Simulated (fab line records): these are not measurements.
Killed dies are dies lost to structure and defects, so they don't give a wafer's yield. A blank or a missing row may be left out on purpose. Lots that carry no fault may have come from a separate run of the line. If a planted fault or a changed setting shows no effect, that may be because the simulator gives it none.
fab line records	flow gf180mcu
[record] lots = 12	wafers = 36	last-day = 34
route steps=602 shown MVPSD@86 HV_LDD@225 CONTACT@289 M1@321
lots that met no fault: taken from a fault-free run of the same line
start-h: hours from the record's first day to the start of the lot's first wafer shown	wait-h: time in hours since the lot's previous step	" repeats the value in the row above	L1.1+2: a row that stands for several wafers	- value missing, or start not given	* or withheld: withheld	< > ~ a bound
route shown NAME@n: NAME is a module with steps in the file, n the number in the route of the first one	usual: mean/standard deviation of fault-free wafers	same: alike in all rows	chamber/n: place in a boat	sites: per-site readings	_std_site: standard deviation across them	_edge_site: inner sites' mean taken away from outer sites' mean	radius-mm: how far each site lies from the wafer's centre	mask NAME#n: copy n	behind: the most recent tool/chamber to have shaped the wafer	hold: what put the lot on hold/how long, in hours/how the hold closed	device: whichever transistor did not switch (one of n, p or np)	end of line: the tests these same wafers got at the end of their route	a step with no rows: only its recipe	killed: the dies lost at the first sort to structure and to defects; this is not the yield of the wafer	map: the dies of a wafer, with x for killed, . for not killed, _ for no die there
set.NAME: the setting the step ran with; set.NAME@STEP: the setting that earlier step ran with	model.NAME: the simulator's own value behind a step, which no gauge read
one table for each step of the route and one row for each wafer, over a sample of lots
services: a tool's chamber out of use, with start hour (start-h, from the record's first day; less than 0 if before it), hours out, and reason
[[steps]]
[step GF_MVPSD_IMPLANT_08]
[recipe] species = B	energy-kev = 170	dose-cm2 = 1.5e+13	tilt-deg = 0
[usual] end-station-pressure-torr = 5.04e-06/2.6e-07	tilt-deg = 0.000/0.02
lot.wafer	tool	chamber	start-h	wait-h	end-station-pressure-torr	tilt-deg
L646.1	implanter-01	0	95.73	0.0	5.14e-06	0.027
L646.4	"	0	"	"	5.44e-06	-0.013
L646.6	"	0	"	"	4.8e-06	0.026
L647.1	implanter-01	0	102.33	0.0	4.88e-06	0.047
L647.5	"	0	"	"	4.61e-06	0.023
L647.6	"	0	"	"	5.19e-06	0.011
L648.1	implanter-01	0	108.21	0.0	5.5e-06	-0.023
L648.4	"	0	"	"	4.8e-06	0.018
L648.5	"	0	"	"	4.92e-06	0.001
L650.1	implanter-02	0	119.37	0.0	5.06e-06	-0.004
L650.5	"	0	"	"	5.2e-06	-0.005
L650.6	"	0	"	"	4.69e-06	0.004
L652.1	implanter-02	0	131.22	0.0	4.97e-06	0.003
L652.5	"	0	"	"	4.94e-06	-0.007
L652.6	"	0	"	"	5.36e-06	-0.027
L653.2	implanter-03	0	136.34	0.0	4.85e-06	0.012
L653.4	"	0	"	"	4.79e-06	-0.010
L653.5	"	0	"	"	4.8e-06	0.034
L656.3	implanter-01	0	155.81	0.1	5.04e-06	3.890
L656.4	"	0	"	"	4.85e-06	3.876
L656.6	"	0	"	"	4.77e-06	3.884
L657.3	implanter-01	0	161.76	0.1	4.95e-06	3.878
L657.4	"	0	"	"	5.26e-06	3.875
L657.5	"	0	"	"	5.02e-06	3.886
L659.1	implanter-01	0	173.31	0.0	4.92e-06	3.873
L659.3	"	0	"	"	4.75e-06	3.910
L659.4	"	0	"	"	5.54e-06	3.883
L666.2	implanter-02	0	218.09	0.0	4.76e-06	0.014
L666.3	"	0	"	"	4.9e-06	0.027
L666.4	"	0	"	"	5.06e-06	-0.020
L668.2	implanter-01	0	229.75	0.0	5.18e-06	0.016
L668.3	"	0	"	"	5.33e-06	0.003
L668.4	"	0	"	"	4.88e-06	0.026
L669.1	implanter-02	0	232.96	0.0	5.11e-06	0.039
L669.2	"	0	"	"	5.41e-06	0.013
L669.5	"	0	"	"	4.74e-06	0.010
[step GF_MVPSD_TW_MEAS_11]
[usual] MVPSD_TW = 551/4.3
lot.wafer	tool	chamber	start-h	wait-h	MVPSD_TW
L646.1	film-metro-01	-	96.13	0.1	554
L646.4	"	-	"	"	548
L646.6	"	-	"	"	553
L647.1	film-metro-01	-	102.73	0.1	551
L647.5	"	-	"	"	553
L647.6	"	-	"	"	552
L648.1	film-metro-01	-	108.61	0.1	554
L648.4	"	-	"	"	553
L648.5	"	-	"	"	552
L650.1	film-metro-03	-	119.77	0.1	551
L650.5	"	-	"	"	552
L650.6	"	-	"	"	554
L652.1	film-metro-04	-	131.62	0.1	548
L652.5	"	-	"	"	548
L652.6	"	-	"	"	548
L653.2	film-metro-03	-	136.72	0.1	547
L653.4	"	-	"	"	548
L653.5	"	-	"	"	549
L656.3	film-metro-03	-	156.18	0.1	601
L656.4	"	-	"	"	600
L656.6	"	-	"	"	597
L657.3	film-metro-01	-	162.13	0.1	609
L657.4	"	-	"	"	610
L657.5	"	-	"	"	606
L659.1	film-metro-03	-	173.71	0.1	602
L659.3	"	-	"	"	600
L659.4	"	-	"	"	604
L666.2	film-metro-04	-	218.47	0.1	547
L666.3	"	-	"	"	544
L666.4	"	-	"	"	547
L668.2	film-metro-03	-	230.14	0.1	550
L668.3	"	-	"	"	548
L668.4	"	-	"	"	549
L669.1	film-metro-01	-	233.36	0.1	565
L669.2	"	-	"	"	560
L669.5	"	-	"	"	562
[step GF_VT_IMPLANT_RS_MEAS_49]
[recipe] thk-meas-gauge = four-point-probe
[usual] MVPSD_RS = 1167.3/2.6
lot.wafer	tool	chamber	start-h	wait-h	MVPSD_RS[ohm/sq]
L646.1	film-metro-04	-	156.24	0.1	1169.9
L646.4	"	-	"	"	1170.1
L646.6	"	-	"	"	1171.2
L647.1	film-metro-03	-	165.18	0.1	1172.1
L647.5	"	-	"	"	1171.1
L647.6	"	-	"	"	1171.6
L648.1	film-metro-01	-	170.74	0.1	1167.0
L648.4	"	-	"	"	1166.3
L648.5	"	-	"	"	1163.5
L650.1	film-metro-03	-	183.58	0.1	1164.2
L650.5	"	-	"	"	1165.2
L650.6	"	-	"	"	1163.8
L652.1	film-metro-03	-	196.48	0.1	1168.1
L652.5	"	-	"	"	1166.6
L652.6	"	-	"	"	1169.7
L653.2	film-metro-03	-	204.15	0.1	1167.1
L653.4	"	-	"	"	1170.4
L653.5	"	-	"	"	1167.4
L656.3	film-metro-01	-	223.57	0.1	1334.5
L656.4	"	-	"	"	1337.2
L656.6	"	-	"	"	1334.7
L657.3	film-metro-03	-	231.57	0.1	1332.7
L657.4	"	-	"	"	1332.8
L657.5	"	-	"	"	1332.9
L659.1	film-metro-01	-	242.88	0.1	1332.5
L659.3	"	-	"	"	1332.8
L659.4	"	-	"	"	1333.0
L666.2	film-metro-03	-	294.00	0.1	1165.4
L666.3	"	-	"	"	1166.5
L666.4	"	-	"	"	1166.5
L668.2	film-metro-01	-	307.35	0.1	1163.1
L668.3	"	-	"	"	1161.9
L668.4	"	-	"	"	1162.9
L669.1	film-metro-04	-	310.58	0.1	1169.0
L669.2	"	-	"	"	1173.1
L669.5	"	-	"	"	1167.6
[step GF_HV_LDD_STRIP_49]
[recipe] chemistry = O2/N2	power-w = 1400	pressure-mtorr = 1500	platen-temp-c = 250	o2-flow-sccm = 3000	n2-flow-sccm = 300	overash-fraction = 0.5
[usual] drypump-motor-current-A = 5.8/0.44	heater-power-w = 335/51	oes-product-au = 0.716/0.0044	strip-time-to-endpoint-s = 12.63/0.037
lot.wafer	tool	chamber	start-h	wait-h	drypump-motor-current-A	heater-power-w	oes-product-au	rf-hours-counter-h	strip-time-to-endpoint-s
L646.1	plasma-asher-02	1	270.30	0.1	6.3	427	0.711	68	12.56
L646.4	"	0	"	"	5.3	305	0.714	-	12.56
L646.6	"	0	"	"	5.3	315	0.720	-	12.56
L647.1	plasma-asher-03	1	279.45	0.1	4.9	330	0.719	13	12.58
L647.5	"	0	"	"	5.7	309	0.713	-	12.61
L647.6	"	1	"	"	4.9	317	0.717	-	12.57
L648.1	plasma-asher-02	1	286.23	0.1	6.3	416	0.711	70	12.59
L648.4	"	0	"	"	5.4	312	0.715	-	12.65
L648.5	"	0	"	"	5.3	319	0.707	-	12.63
L650.1	plasma-asher-04	0	301.75	0.1	6.0	277	0.713	52	12.55
L650.5	"	1	"	"	6.1	378	0.712	-	12.58
L650.6	"	0	"	"	6.0	276	0.720	-	12.56
L652.1	plasma-asher-04	0	319.93	0.1	6.0	282	0.716	54	12.68
L652.5	"	1	"	"	6.0	385	0.713	-	12.66
L652.6	"	0	"	"	6.0	261	0.718	-	12.66
L653.2	plasma-asher-04	1	328.98	0.1	6.1	389	0.719	55	12.64
L653.4	"	0	"	"	6.0	277	0.723	-	12.65
L653.5	"	0	"	"	6.0	275	0.712	-	12.60
L656.3	plasma-asher-04	1	352.66	0.1	6.1	385	0.718	-	12.67
L656.4	"	0	"	"	6.0	279	0.713	-	12.63
L656.6	"	1	"	"	6.1	390	0.713	-	12.65
L657.3	plasma-asher-02	0	361.08	0.1	5.4	316	0.718	-	12.65
L657.4	"	1	"	"	6.2	413	0.711	-	12.66
L657.5	"	1	"	"	6.3	412	0.714	-	12.64
L659.1	plasma-asher-03	1	378.04	0.1	4.8	327	0.714	23	12.67
L659.3	"	1	"	"	4.8	327	0.715	-	12.62
L659.4	"	0	"	"	5.7	306	0.708	-	12.64
L666.2	plasma-asher-02	1	436.83	0.1	6.3	428	0.711	1	12.67
L666.3	"	1	"	"	6.3	426	0.713	-	12.66
L666.4	"	0	"	"	5.3	291	0.711	-	12.63
L668.2	plasma-asher-02	0	454.33	0.1	5.4	295	0.708	2	12.67
L668.3	"	0	"	"	5.3	299	0.708	-	12.64
L668.4	"	1	"	"	6.3	424	0.713	-	12.70
L669.1	plasma-asher-04	1	455.99	0.1	6.0	387	0.721	68	12.59
L669.2	"	0	"	"	6.0	273	0.717	68	12.59
L669.5	"	0	"	"	6.0	273	0.712	-	12.60
[step GF_CONTACT_CVD_02]
[recipe] material = SiO2	target-thk-nm = 860	precursor = TEOS	temp-c = 400	time-s = 95.992	rf-w = 600
[usual] heater-power-w = 635/85
lot.wafer	tool	chamber	start-h	wait-h	heater-power-w
L646.1	pecvd-04	2	336.83	0.1	578
L646.4	"	2	"	"	608
L646.6	"	1	"	"	669
L647.1	pecvd-02	1	347.33	0.1	530
L647.5	"	1	"	"	566
L647.6	"	0	"	"	799
L648.1	pecvd-04	1	355.40	0.1	692
L648.4	"	1	"	"	548
L648.5	"	2	"	"	588
L650.1	pecvd-04	1	372.37	0.1	554
L650.5	"	1	"	"	627
L650.6	"	0	"	"	561
L652.1	pecvd-02	2	391.43	0.1	593
L652.5	"	2	"	"	649
L652.6	"	1	"	"	471
L653.2	pecvd-03	2	401.80	0.0	650
L653.4	"	0	"	"	714
L653.5	"	2	"	"	688
L656.3	pecvd-03	1	426.76	0.0	612
L656.4	"	2	"	"	684
L656.6	"	1	"	"	509
L657.3	pecvd-03	1	434.61	0.0	555
L657.4	"	0	"	"	718
L657.5	"	1	"	"	589
L659.1	pecvd-03	2	454.27	0.1	685
L659.3	"	0	"	"	702
L659.4	"	0	"	"	764
L666.2	pecvd-04	0	513.36	0.0	629
L666.3	"	1	"	"	580
L666.4	"	1	"	"	644
L668.2	pecvd-03	1	529.46	0.0	585
L668.3	"	2	"	"	692
L668.4	"	1	"	"	605
L669.1	pecvd-03	1	535.92	0.1	497
L669.2	"	2	"	"	556
L669.5	"	2	"	"	621
[step GF_M1_THK_MEAS_06]
[recipe] thk-meas-gauge = xrf	reads = AlCu_of_M1_SPUTTER_02
[usual] M1_ALCU_THK = 437/4.5
lot.wafer	tool	chamber	start-h	wait-h	M1_ALCU_THK[nm]
L646.1	film-metro-02	-	361.38	0.1	434
L646.4	"	-	"	"	428
L646.6	"	-	"	"	432
L647.1	film-metro-04	-	371.78	0.1	442
L647.5	"	-	"	"	445
L647.6	"	-	"	"	436
L648.1	film-metro-04	-	379.91	0.1	425
L648.4	"	-	"	"	433
L648.5	"	-	"	"	435
L650.1	film-metro-04	-	397.37	0.1	439
L650.5	"	-	"	"	435
L650.6	"	-	"	"	437
L652.1	film-metro-01	-	417.07	0.1	433
L652.5	"	-	"	"	430
L652.6	"	-	"	"	430
L653.2	film-metro-02	-	426.89	0.1	435
L653.4	"	-	"	"	437
L653.5	"	-	"	"	436
L656.3	film-metro-02	-	452.79	0.1	437
L656.4	"	-	"	"	431
L656.6	"	-	"	"	435
L657.3	film-metro-01	-	461.10	0.1	436
L657.4	"	-	"	"	432
L657.5	"	-	"	"	433
L659.1	film-metro-02	-	480.76	0.1	439
L659.3	"	-	"	"	438
L659.4	"	-	"	"	434
L666.2	film-metro-04	-	538.44	0.1	440
L666.3	"	-	"	"	441
L666.4	"	-	"	"	440
L668.2	film-metro-01	-	554.06	0.1	437
L668.3	"	-	"	"	441
L668.4	"	-	"	"	434
L669.1	film-metro-01	-	560.87	0.1	438
L669.2	"	-	"	"	440
L669.5	"	-	"	"	449
[[services]]
tool	chamber	start-h	hours	kind
implanter-01	-	75.06	1.2	repair
implanter-02	-	91.81	20.1	pm
pecvd-04	-	92.68	1.7	repair
pecvd-04	-	160.62	14.0	pm
pecvd-03	-	173.88	0.3	repair
pecvd-04	2	181.31	10.6	repair
implanter-01	-	217.37	3.2	pm
implanter-01	-	239.25	5.1	pm
pecvd-03	-	278.46	6.0	pm
pecvd-04	-	284.18	0.4	repair
plasma-asher-02	-	304.29	7.7	repair
implanter-02	-	310.71	3.2	repair
implanter-02	-	316.83	11.4	pm
pecvd-03	-	345.01	14.6	pm
implanter-01	-	358.43	18.4	pm
implanter-02	-	359.27	5.8	pm
implanter-02	-	416.06	2.4	repair
plasma-asher-02	-	421.25	9.0	pm
pecvd-04	1	423.53	7.2	repair
pecvd-03	-	433.43	0.8	pm
implanter-02	-	438.45	42.4	pm
pecvd-03	-	461.92	0.3	repair
implanter-01	-	464.46	2.3	repair
pecvd-03	1	504.93	5.1	repair
[[key]]
[first-sign] step = GF_MVPSD_IMPLANT_08	reading = tilt-deg	direction = up	sigmas = 99+	usual = 0.000	struck = 3.884
[effect] step = GF_MVPSD_TW_MEAS_11	reading = MVPSD_TW	direction = up	sigmas = 12	usual = 551	struck = 603
[effect] step = GF_VT_IMPLANT_RS_MEAS_49	reading = MVPSD_RS	direction = up	sigmas = 64	usual = 1167.3	struck = 1333.7
met-at GF_MVPSD_IMPLANT_08
struck-lots L656,L657,L659
tester-left-out L656,L657,L659
not-acting-at GF_HV_LDD_STRIP_49,GF_CONTACT_CVD_02,GF_M1_THK_MEAS_06
onset-between 108.21 155.81
[fault] kind = process-parameter-drift	tool = implanter-01	chamber = -	onset-h = 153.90	steps = GF_MVPSD_IMPLANT_08	channel = tilt-deg	offset = 3.8781	shape = step	end-h = 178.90	acts-in = these-recipes-only	stated = 0
// tester-left-out: of these lots the tester's yield and bins aren't shown, on N5 and GAA mostly nor the transistor test; their killed dies are dies lost to structure and defects alone, not to doping, threshold or leakage, so they don't give the yield
